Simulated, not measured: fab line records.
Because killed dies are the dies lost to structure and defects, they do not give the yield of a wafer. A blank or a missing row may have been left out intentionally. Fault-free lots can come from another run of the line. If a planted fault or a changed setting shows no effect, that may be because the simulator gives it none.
One fault through the eyes of 2 desks :: flow sky130 :: numbers are kept per desk, each desk with only its own; the story behind them comes last

AT THE TOOL OWNER'S DESK: implanter-01
For each lot that ran on this tool, the mean over its sampled wafers that have a number, from the tool's own readings at SKY_POLY_GATE_IMPLANT_02. A lot is out of limits, marked OUT, if its mean lies more than 4 standard deviations from the usual mean; the brackets give that distance.
Columns: A = beamOnS at SKY_POLY_GATE_IMPLANT_02, usual 33.9 s; B = doseIonsCm2 at SKY_POLY_GATE_IMPLANT_02, usual 7.698e+15; C = tiltDeg at SKY_POLY_GATE_IMPLANT_02, usual 0.000 degrees
lot: L390
first seen here: day 14 20:26
A: 32.9
B: 7.698e+15
C: -0.001

lot: L392
first seen here: day 15 22:46
A: 32.1
B: 7.706e+15
C: 0.010

lot: L399
first seen here: day 18 05:39
A: 22.8 (-7.0) OUT
B: 5.370e+15 (-99 or more) OUT
C: 0.002

lot: L402
first seen here: day 19 17:25
A: 22.0 (-7.4) OUT
B: 5.365e+15 (-99 or more) OUT
C: -0.023

lot: L410
first seen here: day 22 12:45
A: 31.9
B: 7.694e+15
C: 0.008
This desk's finding: out of limits on L399, L402; first on L399, day 18 05:39 (beamOnS at SKY_POLY_GATE_IMPLANT_02). Within limits: L390, L392, L410.

METROLOGY DESK
What the gauges read for every lot (on any tool): the sampled wafers with a number, averaged. A lot is out of limits, marked OUT, if its mean lies more than 4 standard deviations from the usual mean; the brackets give that distance.
Columns: A = VT_ADJUST_PCH_OVL at SKY_VT_ADJUST_PCH_OVL_MEAS_07, usual -1.0 nm; B = SONOS_ONO_OXIDATION_THK at SKY_SONOS_ONO_THK_MEAS_01, usual 2.60 nm; C = POLY_GATE_TW at SKY_RES_PROTECT_TW_MEAS_08, usual 4056; D = POLY_GATE_OVL at SKY_POLY_GATE_OVL_MEAS_14, usual 1 nm
lot: L390
first seen here: day 10 04:19
A: -0.4
B: 2.64
C: 4074
D: -0

lot: L391
first seen here: day 10 18:01
A: -2.0
B: 2.63
C: 4064
D: 9

lot: L392
first seen here: day 11 01:56
A: -0.9
B: 2.60
C: 4038
D: 2

lot: L399
first seen here: day 13 04:57
A: -0.5
B: 2.61
C: 3981
D: -1

lot: L402
first seen here: day 14 06:03
A: -0.9
B: 2.63
C: 3931 (-5.4) OUT
D: -2

lot: L407
first seen here: day 16 05:19
A: -0.3
B: 2.64
C: 4055
D: 5

lot: L409
first seen here: day 16 12:28
A: -0.9
B: 2.60
C: 4027
D: 0

lot: L410
first seen here: day 17 00:14
A: -0.7
B: 2.53
C: 4065
D: -3

lot: L411
first seen here: day 17 06:40
A: -0.8
B: 2.58
C: 4079
D: -0

lot: L412
first seen here: day 17 08:58
A: 0.4
B: 2.56
C: 4074
D: -4

lot: L413
first seen here: day 17 18:10
A: -1.4
B: 2.59
C: 4053
D: -0
This desk reports L402 out of limits; the earliest was L402 at day 19 17:40 (POLY_GATE_TW at SKY_RES_PROTECT_TW_MEAS_08). Within limits: L390, L391, L392, L399, L407, L409, L410, L411, L412, L413.

TAKEN TOGETHER
At day 18 05:39, on L399, L402, the tool owner's desk was in a position to raise an alarm.
L402 would have let the metrology desk raise an alarm at day 19 17:40.
The metrology desk has L399 on record, within its limits.
On implanter-01, each named lot ran SKY_POLY_GATE_IMPLANT_02.

WHAT THE SIMULATOR HAD PUT IN
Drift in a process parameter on implanter-01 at SKY_POLY_GATE_IMPLANT_02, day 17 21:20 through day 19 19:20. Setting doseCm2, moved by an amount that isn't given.
Shown lots that were struck: L399, L402.
Hours from the fault's start to each desk's first reading out of limits: the tool owner's desk, 8; the metrology desk, 44.
